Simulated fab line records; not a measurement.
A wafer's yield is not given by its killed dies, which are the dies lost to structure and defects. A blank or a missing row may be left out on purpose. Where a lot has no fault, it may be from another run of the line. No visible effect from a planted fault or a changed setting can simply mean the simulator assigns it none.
Which tool is to blame?	flow sky130	30 wafers from 10 lots sampled at 5 of the route's 708 steps

== WHAT THE GAUGES READ, wafer by wafer ==
SKY_SD_N_RS_MEAS_16: the measuring method here is four-point-probe.
lot	measured	on	SD_N_RS (ohm/sq)
L492	day 28 06:35	film-metro-03	68.43 68.41 68.35
L496	day 29 19:50	film-metro-02	68.74 68.82 68.68
L501	day 31 12:59	film-metro-01	60.46 60.29 60.40
L504	day 32 06:20	film-metro-02	60.44 60.43 60.53
L507	day 33 05:26	film-metro-01	68.60 68.61 68.58
L509	day 34 07:05	film-metro-02	68.64 68.66 68.34
L510	day 34 05:33	film-metro-02	68.74 68.68 68.69
L512	day 34 16:40	film-metro-03	68.52 68.49 68.67
L513	day 34 23:14	film-metro-02	68.62 68.62 68.59
L515	day 35 13:32	film-metro-01	68.40 68.35 68.51

== EACH LOT AND THE TOOL THAT RAN IT (in order: tool; ch and the chambers of the sampled wafers; start) ==
lot	SKY_NWELL_RTA_28	SKY_SD_N_IMPLANT_09	SKY_SD_N_STRIP_11	SKY_SD_N_RTA_14
L492	rtp-anneal-01 ch 0, day 5 10:08	implanter-03 ch 0, day 28 05:51	plasma-asher-04 ch 0,1, day 28 06:09	rtp-anneal-01 ch 0, day 28 06:25
L496	rtp-anneal-02 ch 0, day 6 09:53	implanter-03 ch 0, day 29 19:10	plasma-asher-04 ch 0,1, day 29 19:26	rtp-anneal-01 ch 0, day 29 19:39
L501	rtp-anneal-02 ch 0, day 7 14:49	implanter-03 ch 0, day 31 12:19	plasma-asher-03 ch 0,1, day 31 12:35	rtp-anneal-02 ch 0, day 31 12:48
L504	rtp-anneal-02 ch 0, day 8 09:31	implanter-03 ch 0, day 32 05:39	plasma-asher-03 ch 0,1, day 32 05:57	rtp-anneal-01 ch 0, day 32 06:10
L507	rtp-anneal-01 ch 0, day 9 04:41	implanter-01 ch 0, day 33 04:45	plasma-asher-03 ch 0,1, day 33 05:03	rtp-anneal-01 ch 0, day 33 05:16
L509	rtp-anneal-01 ch 0, day 9 20:40	implanter-01 ch 0, day 34 06:24	plasma-asher-03 ch 0,1, day 34 06:42	rtp-anneal-02 ch 0, day 34 06:55
L510	rtp-anneal-01 ch 0, day 10 00:01	implanter-01 ch 0, day 34 04:53	plasma-asher-01 ch 0,1, day 34 05:09	rtp-anneal-01 ch 0, day 34 05:22
L512	rtp-anneal-02 ch 0, day 10 11:20	implanter-03 ch 0, day 34 15:59	plasma-asher-04 ch 0,1, day 34 16:17	rtp-anneal-02 ch 0, day 34 16:30
L513	rtp-anneal-02 ch 0, day 10 19:10	implanter-03 ch 0, day 34 22:33	plasma-asher-03 ch 0,1, day 34 22:51	rtp-anneal-01 ch 0, day 34 23:04
L515	rtp-anneal-02 ch 0, day 11 05:19	implanter-01 ch 0, day 35 12:52	plasma-asher-01 ch 0,1, day 35 13:08	rtp-anneal-01 ch 0, day 35 13:21
- SKY_NWELL_RTA_28: time 30 s.
- SKY_SD_N_IMPLANT_09
- SKY_SD_N_STRIP_11: strips in O2/N2.
- SKY_SD_N_RTA_14: time 2 s.

== THE ANSWER, worked out from the rows above alone ==
Rule: the usual values come from the lots themselves. Put in order of their means at a reading, lots are off if they are a third of the lots or fewer, leave a main group of 4 or more, and stand apart from it by a gap of 3 or more times the standard deviation of the main group's means; of several such gaps the widest counts. A main group is skipped when, at the precision printed for the reading in the tables above, its means are all equal. A lot without any number at a reading at which 4 lots or more have one is off too. Any other lot the step has rows for is counted as sound.
Off: at SKY_SD_N_RS_MEAS_16 (SD_N_RS), L501, L504. Mean 68.57 ohm/sq and standard deviation 0.11 in the main group.
A tool fits if, at a process step before that reading, it ran every lot that is off, and no sound lot after the first of them. Gauges at SKY_SD_N_RS_MEAS_16: tried the same way as those tools. None of those tried fits.

== WHAT THE SIMULATOR PUT IN ==
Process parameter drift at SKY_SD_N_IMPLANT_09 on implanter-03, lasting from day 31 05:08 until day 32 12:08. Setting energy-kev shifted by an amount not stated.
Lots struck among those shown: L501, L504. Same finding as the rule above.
